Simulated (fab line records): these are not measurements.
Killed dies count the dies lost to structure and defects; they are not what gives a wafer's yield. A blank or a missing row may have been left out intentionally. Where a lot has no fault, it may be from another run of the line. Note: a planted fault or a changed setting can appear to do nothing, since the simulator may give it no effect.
Which tool did it? || flow gf180mcu || Sampling: 11 lots, 33 wafers, 7 of 602 route steps

WHAT EACH GAUGE READ, for each wafer
GF_CONTACT_THK_MEAS_01. Usual: for CONTACT_CVD_00_THK the level is 300.8 nm and the standard deviation is 2.5.
{"lot": "L190", "measured": "day 15 17:51", "on": "film metro-03", "CONTACT_CVD_00_THK (nm)": "299.5 299.4 298.5", "flag": ""}
{"lot": "L191", "measured": "day 16 05:56", "on": "film metro-03", "CONTACT_CVD_00_THK (nm)": "299.2 300.7 303.7", "flag": ""}
{"lot": "L192", "measured": "day 16 15:02", "on": "film metro-02", "CONTACT_CVD_00_THK (nm)": "300.9 302.2 302.4", "flag": ""}
{"lot": "L193", "measured": "day 17 06:05", "on": "film metro-02", "CONTACT_CVD_00_THK (nm)": "301.8 304.9 298.9", "flag": ""}
{"lot": "L197", "measured": "day 18 22:43", "on": "film metro-02", "CONTACT_CVD_00_THK (nm)": "297.9 298.8 304.1", "flag": ""}
{"lot": "L199", "measured": "day 19 04:29", "on": "film metro-03", "CONTACT_CVD_00_THK (nm)": "303.0 302.9 300.0", "flag": ""}
{"lot": "L203", "measured": "day 20 16:18", "on": "film metro-02", "CONTACT_CVD_00_THK (nm)": "302.6 302.3 301.3", "flag": ""}
{"lot": "L204", "measured": "day 20 22:28", "on": "film metro-01", "CONTACT_CVD_00_THK (nm)": "307.2 302.2 305.5", "flag": ""}
{"lot": "L206", "measured": "day 21 15:23", "on": "film metro-01", "CONTACT_CVD_00_THK (nm)": "298.4 296.8 296.8", "flag": ""}
{"lot": "L210", "measured": "day 23 03:29", "on": "film metro-03", "CONTACT_CVD_00_THK (nm)": "300.9 301.2 305.5", "flag": ""}
{"lot": "L211", "measured": "day 23 08:23", "on": "film metro-01", "CONTACT_CVD_00_THK (nm)": "296.5 298.5 302.1", "flag": ""}

GF_CONTACT_RS_MEAS_25: uses a four-point probe to measure. Usual: for CONTACT_W_RS the level is 0.387 ohm/sq and the standard deviation is 0.0043.
{"lot": "L190", "measured": "day 16 17:04", "on": "film metro-02", "CONTACT_W_RS (ohm/sq)": "0.382 0.385 0.386", "flag": ""}
{"lot": "L191", "measured": "day 17 06:08", "on": "film metro-01", "CONTACT_W_RS (ohm/sq)": "0.383 0.388 0.387", "flag": ""}
{"lot": "L192", "measured": "day 17 15:56", "on": "film metro-01", "CONTACT_W_RS (ohm/sq)": "0.381 0.382 0.382", "flag": ""}
{"lot": "L193", "measured": "day 18 06:45", "on": "film metro-03", "CONTACT_W_RS (ohm/sq)": "0.375 0.381 0.379", "flag": ""}
{"lot": "L197", "measured": "day 20 00:53", "on": "film metro-03", "CONTACT_W_RS (ohm/sq)": "0.622 0.619 0.613", "flag": "OFF"}
{"lot": "L199", "measured": "day 20 06:47", "on": "film metro-02", "CONTACT_W_RS (ohm/sq)": "0.621 0.621 0.614", "flag": "OFF"}
{"lot": "L203", "measured": "day 21 17:55", "on": "film metro-02", "CONTACT_W_RS (ohm/sq)": "0.382 0.384 0.384", "flag": ""}
{"lot": "L204", "measured": "day 21 23:43", "on": "film metro-03", "CONTACT_W_RS (ohm/sq)": "0.391 0.393 0.391", "flag": ""}
{"lot": "L206", "measured": "day 22 16:11", "on": "film metro-01", "CONTACT_W_RS (ohm/sq)": "0.390 0.389 0.390", "flag": ""}
{"lot": "L210", "measured": "day 24 03:11", "on": "film metro-01", "CONTACT_W_RS (ohm/sq)": "0.387 0.387 0.387", "flag": ""}
{"lot": "L211", "measured": "day 24 08:46", "on": "film metro-01", "CONTACT_W_RS (ohm/sq)": "0.387 0.382 0.386", "flag": ""}

GF_CONTACT_THK_MEAS_26: measures by xrf. Usual: for CONTACT_W_THK the level is 295 nm and the standard deviation is 3.7.
{"lot": "L190", "measured": "day 16 17:10", "on": "film metro-02", "CONTACT_W_THK (nm)": "297 293 294", "flag": ""}
{"lot": "L191", "measured": "day 17 06:16", "on": "film metro-01", "CONTACT_W_THK (nm)": "301 298 299", "flag": ""}
{"lot": "L192", "measured": "day 17 16:02", "on": "film metro-01", "CONTACT_W_THK (nm)": "304 302 300", "flag": ""}
{"lot": "L193", "measured": "day 18 06:52", "on": "film metro-03", "CONTACT_W_THK (nm)": "303 299 300", "flag": ""}
{"lot": "L197", "measured": "day 20 01:00", "on": "film metro-03", "CONTACT_W_THK (nm)": "184 185 188", "flag": "OFF"}
{"lot": "L199", "measured": "day 20 06:54", "on": "film metro-02", "CONTACT_W_THK (nm)": "185 185 188", "flag": "OFF"}
{"lot": "L203", "measured": "day 21 18:02", "on": "film metro-02", "CONTACT_W_THK (nm)": "296 294 295", "flag": ""}
{"lot": "L204", "measured": "day 21 23:50", "on": "film metro-03", "CONTACT_W_THK (nm)": "294 292 293", "flag": ""}
{"lot": "L206", "measured": "day 22 16:18", "on": "film metro-01", "CONTACT_W_THK (nm)": "293 296 292", "flag": ""}
{"lot": "L210", "measured": "day 24 03:18", "on": "film metro-01", "CONTACT_W_THK (nm)": "294 294 294", "flag": ""}
{"lot": "L211", "measured": "day 24 08:52", "on": "film metro-01", "CONTACT_W_THK (nm)": "296 299 297", "flag": ""}

GF_M1_RS_MEAS_05: uses a four-point probe to measure. Usual: for M1_ALCU_RS the level is 0.0698 ohm/sq and the standard deviation is 0.00061.
{"lot": "L190", "measured": "day 16 17:46", "on": "film metro-04", "M1_ALCU_RS (ohm/sq)": "0.0701 0.0709 0.0706", "flag": ""}
{"lot": "L191", "measured": "day 17 06:50", "on": "film metro-03", "M1_ALCU_RS (ohm/sq)": "0.0694 0.0696 0.0702", "flag": ""}
{"lot": "L192", "measured": "day 17 16:38", "on": "film metro-04", "M1_ALCU_RS (ohm/sq)": "0.0689 0.0687 0.0694", "flag": ""}
{"lot": "L193", "measured": "day 18 07:27", "on": "film metro-02", "M1_ALCU_RS (ohm/sq)": "0.0711 0.0707 0.0711", "flag": ""}
{"lot": "L197", "measured": "day 20 01:35", "on": "film metro-03", "M1_ALCU_RS (ohm/sq)": "0.0693 0.0696 0.0698", "flag": ""}
{"lot": "L199", "measured": "day 20 07:30", "on": "film metro-04", "M1_ALCU_RS (ohm/sq)": "0.0707 0.0699 0.0699", "flag": ""}
{"lot": "L203", "measured": "day 21 18:38", "on": "film metro-04", "M1_ALCU_RS (ohm/sq)": "0.0697 0.0699 0.0699", "flag": ""}
{"lot": "L204", "measured": "day 22 00:25", "on": "film metro-04", "M1_ALCU_RS (ohm/sq)": "0.0702 0.0701 0.0702", "flag": ""}
{"lot": "L206", "measured": "day 22 16:53", "on": "film metro-03", "M1_ALCU_RS (ohm/sq)": "0.0709 0.0702 0.0699", "flag": ""}
{"lot": "L210", "measured": "day 24 03:53", "on": "film metro-04", "M1_ALCU_RS (ohm/sq)": "0.0687 0.0677 0.0689", "flag": ""}
{"lot": "L211", "measured": "day 24 09:28", "on": "film metro-02", "M1_ALCU_RS (ohm/sq)": "0.0693 0.0694 0.0696", "flag": ""}

EACH LOT AND THE TOOL THAT RAN IT (in order: tool; ch and the chambers of the sampled wafers; start)
{"lot": "L190", "GF_CONTACT_STRIP_18": "plasma asher-04 ch 0,1, day 16 16:34", "GF_CONTACT_CVD_24": "cvd w-02 ch 0,1, day 16 16:58", "GF_CONTACT_CMP_27": "cmp-02 ch 2,3, day 16 17:13"}
{"lot": "L191", "GF_CONTACT_STRIP_18": "plasma asher-03 ch 0,1, day 17 05:38", "GF_CONTACT_CVD_24": "cvd w-01 ch 0,1, day 17 06:02", "GF_CONTACT_CMP_27": "cmp-02 ch 1,3, day 17 06:22"}
{"lot": "L192", "GF_CONTACT_STRIP_18": "plasma asher-03 ch 0,1, day 17 15:24", "GF_CONTACT_CVD_24": "cvd w-01 ch 0, day 17 15:49", "GF_CONTACT_CMP_27": "cmp-02 ch 1,2,3, day 17 16:05"}
{"lot": "L193", "GF_CONTACT_STRIP_18": "plasma asher-03 ch 0,1, day 18 06:13", "GF_CONTACT_CVD_24": "cvd w-01 ch 0,1, day 18 06:37", "GF_CONTACT_CMP_27": "cmp-02 ch 1,2,3, day 18 07:01"}
{"lot": "L197", "GF_CONTACT_STRIP_18": "plasma asher-04 ch 0,1, day 20 00:22", "GF_CONTACT_CVD_24": "cvd w-02 ch 0,1, day 20 00:46", "GF_CONTACT_CMP_27": "cmp-01 ch 0,1,2, day 20 01:09"}
{"lot": "L199", "GF_CONTACT_STRIP_18": "plasma asher-03 ch 0,1, day 20 06:11", "GF_CONTACT_CVD_24": "cvd w-02 ch 0,1, day 20 06:41", "GF_CONTACT_CMP_27": "cmp-02 ch 1,3, day 20 06:58"}
{"lot": "L203", "GF_CONTACT_STRIP_18": "plasma asher-01 ch 1, day 21 17:25", "GF_CONTACT_CVD_24": "cvd w-01 ch 1, day 21 17:49", "GF_CONTACT_CMP_27": "cmp-01 ch 1,3, day 21 18:06"}
{"lot": "L204", "GF_CONTACT_STRIP_18": "plasma asher-01 ch 0, day 21 23:12", "GF_CONTACT_CVD_24": "cvd w-01 ch 0,1, day 21 23:36", "GF_CONTACT_CMP_27": "cmp-01 ch 0,2,3, day 21 23:53"}
{"lot": "L206", "GF_CONTACT_STRIP_18": "plasma asher-04 ch 0,1, day 22 15:39", "GF_CONTACT_CVD_24": "cvd w-01 ch 0,1, day 22 16:05", "GF_CONTACT_CMP_27": "cmp-02 ch 0,1,2, day 22 16:22"}
{"lot": "L210", "GF_CONTACT_STRIP_18": "plasma asher-01 ch 0,1, day 24 02:40", "GF_CONTACT_CVD_24": "cvd w-02 ch 0, day 24 03:04", "GF_CONTACT_CMP_27": "cmp-02 ch 1,2,3, day 24 03:27"}
{"lot": "L211", "GF_CONTACT_STRIP_18": "plasma asher-03 ch 0,1, day 24 08:15", "GF_CONTACT_CVD_24": "cvd w-02 ch 0,1, day 24 08:40", "GF_CONTACT_CMP_27": "cmp-02 ch 0,3, day 24 08:57"}
- GF_CONTACT_STRIP_18: strips in O2/N2.
- GF_CONTACT_CVD_24: deposits W, target thk 300 nm, time 90.339 s.
- GF_CONTACT_CMP_27: polishes, stops on SiO2, t overpolish 15 s, target thk 0 nm.

AS READ BY THE TOOLS THEMSELVES (means over the sampled wafers that have a number; for cases with no such wafer, the mark the record gives instead)
GF_CONTACT_STRIP_18. Usual: drypump motor current A 5.7 A, standard deviation 0.45; heater power w 329 W, standard deviation 36; o2 flow sccm 2999 sccm, standard deviation 9.3; oes product au 0.581 a.u., standard deviation 0.0049.
{"lot": "L190", "tool": "plasma asher-04", "drypump motor current A (A)": 6.0, "heater power w (W)": 299, "o2 flow sccm (sccm)": 3006, "oes product au (a.u.)": 0.578, "flag": ""}
{"lot": "L191", "tool": "plasma asher-03", "drypump motor current A (A)": 6.0, "heater power w (W)": 333, "o2 flow sccm (sccm)": 2998, "oes product au (a.u.)": 0.580, "flag": ""}
{"lot": "L192", "tool": "plasma asher-03", "drypump motor current A (A)": 6.0, "heater power w (W)": 328, "o2 flow sccm (sccm)": 3001, "oes product au (a.u.)": 0.584, "flag": ""}
{"lot": "L193", "tool": "plasma asher-03", "drypump motor current A (A)": 6.0, "heater power w (W)": 349, "o2 flow sccm (sccm)": 3004, "oes product au (a.u.)": 0.582, "flag": ""}
{"lot": "L197", "tool": "plasma asher-04", "drypump motor current A (A)": 5.7, "heater power w (W)": 305, "o2 flow sccm (sccm)": 3002, "oes product au (a.u.)": 0.585, "flag": ""}
{"lot": "L199", "tool": "plasma asher-03", "drypump motor current A (A)": 6.0, "heater power w (W)": 344, "o2 flow sccm (sccm)": 2998, "oes product au (a.u.)": 0.581, "flag": ""}
{"lot": "L203", "tool": "plasma asher-01", "drypump motor current A (A)": 5.1, "heater power w (W)": 386, "o2 flow sccm (sccm)": 3003, "oes product au (a.u.)": 0.585, "flag": ""}
{"lot": "L204", "tool": "plasma asher-01", "drypump motor current A (A)": 5.6, "heater power w (W)": 303, "o2 flow sccm (sccm)": 2999, "oes product au (a.u.)": 0.578, "flag": ""}
{"lot": "L206", "tool": "plasma asher-04", "drypump motor current A (A)": 6.0, "heater power w (W)": 295, "o2 flow sccm (sccm)": 3001, "oes product au (a.u.)": 0.582, "flag": ""}
{"lot": "L210", "tool": "plasma asher-01", "drypump motor current A (A)": 5.4, "heater power w (W)": 332, "o2 flow sccm (sccm)": 2994, "oes product au (a.u.)": 0.582, "flag": ""}
{"lot": "L211", "tool": "plasma asher-03", "drypump motor current A (A)": 6.0, "heater power w (W)": 346, "o2 flow sccm (sccm)": 2994, "oes product au (a.u.)": 0.584, "flag": ""}

GF_CONTACT_CVD_24. Usual: chamber pressure Torr 39.46 Torr, standard deviation 0.081; heater power w 944 W, standard deviation 130; susceptor temp C 399.99 C, standard deviation 0.23.
{"lot": "L190", "tool": "cvd w-02", "chamber pressure Torr (Torr)": 39.44, "heater power w (W)": 914, "susceptor temp C (C)": 400.03, "flag": ""}
{"lot": "L191", "tool": "cvd w-01", "chamber pressure Torr (Torr)": 39.52, "heater power w (W)": 1002, "susceptor temp C (C)": 400.01, "flag": ""}
{"lot": "L192", "tool": "cvd w-01", "chamber pressure Torr (Torr)": 39.44, "heater power w (W)": 1071, "susceptor temp C (C)": 400.22, "flag": ""}
{"lot": "L193", "tool": "cvd w-01", "chamber pressure Torr (Torr)": 39.50, "heater power w (W)": 1044, "susceptor temp C (C)": 400.07, "flag": ""}
{"lot": "L197", "tool": "cvd w-02", "chamber pressure Torr (Torr)": 39.40, "heater power w (W)": 756, "susceptor temp C (C)": 375.79, "flag": "OFF"}
{"lot": "L199", "tool": "cvd w-02", "chamber pressure Torr (Torr)": 39.50, "heater power w (W)": 678, "susceptor temp C (C)": 375.84, "flag": "OFF"}
{"lot": "L203", "tool": "cvd w-01", "chamber pressure Torr (Torr)": 39.42, "heater power w (W)": 968, "susceptor temp C (C)": 400.08, "flag": ""}
{"lot": "L204", "tool": "cvd w-01", "chamber pressure Torr (Torr)": 39.50, "heater power w (W)": 1030, "susceptor temp C (C)": 400.08, "flag": ""}
{"lot": "L206", "tool": "cvd w-01", "chamber pressure Torr (Torr)": 39.45, "heater power w (W)": 1039, "susceptor temp C (C)": 400.08, "flag": ""}
{"lot": "L210", "tool": "cvd w-02", "chamber pressure Torr (Torr)": 39.52, "heater power w (W)": 977, "susceptor temp C (C)": 399.43, "flag": ""}
{"lot": "L211", "tool": "cvd w-02", "chamber pressure Torr (Torr)": 39.44, "heater power w (W)": 784, "susceptor temp C (C)": 399.93, "flag": ""}

GF_CONTACT_CMP_27. Usual: motor current A 11.6 A, standard deviation 0.76; time to endpoint s 72 s, standard deviation 3.3.
{"lot": "L190", "tool": "cmp-02", "motor current A (A)": 11.6, "time to endpoint s (s)": 72, "flag": ""}
{"lot": "L191", "tool": "cmp-02", "motor current A (A)": 12.0, "time to endpoint s (s)": 76, "flag": ""}
{"lot": "L192", "tool": "cmp-02", "motor current A (A)": 12.4, "time to endpoint s (s)": 76, "flag": ""}
{"lot": "L193", "tool": "cmp-02", "motor current A (A)": 12.3, "time to endpoint s (s)": 77, "flag": ""}
{"lot": "L197", "tool": "cmp-01", "motor current A (A)": 11.4, "time to endpoint s (s)": 44, "flag": "OFF"}
{"lot": "L199", "tool": "cmp-02", "motor current A (A)": 11.8, "time to endpoint s (s)": 46, "flag": "OFF"}
{"lot": "L203", "tool": "cmp-01", "motor current A (A)": 10.7, "time to endpoint s (s)": 72, "flag": ""}
{"lot": "L204", "tool": "cmp-01", "motor current A (A)": 11.4, "time to endpoint s (s)": 69, "flag": ""}
{"lot": "L206", "tool": "cmp-02", "motor current A (A)": 11.4, "time to endpoint s (s)": 71, "flag": ""}
{"lot": "L210", "tool": "cmp-02", "motor current A (A)": 11.8, "time to endpoint s (s)": 74, "flag": ""}
{"lot": "L211", "tool": "cmp-02", "motor current A (A)": 11.5, "time to endpoint s (s)": 72, "flag": ""}

THE ANSWER, worked out from the rows above alone
Rule: a lot is off if the mean of its wafers that have a number lies more than 3 standard deviations from the usual mean. A lot without any number at a reading at which 4 lots or more have one is off too. Any other lot the step has rows for is counted as sound. Order of review: gauges by route order, followed by the tools' own readings, for which a lot's mean as printed above is used. At the first step where some lot is off, the reading lying furthest off is the one used; lots without a number count as furthest.
Off: L197, L199, at GF_CONTACT_RS_MEAS_25 (CONTACT_W_RS).
A tool fits if, at a process step before that reading, it ran every lot that is off, and no sound lot after the first of them. Not tried: the gauges at GF_CONTACT_RS_MEAS_25; whatever is off there is also off at GF_CONTACT_CVD_24, on other tools, and gauge error can't account for it. No candidate that was tried fits.

WHAT WAS PUT IN BY THE SIMULATOR
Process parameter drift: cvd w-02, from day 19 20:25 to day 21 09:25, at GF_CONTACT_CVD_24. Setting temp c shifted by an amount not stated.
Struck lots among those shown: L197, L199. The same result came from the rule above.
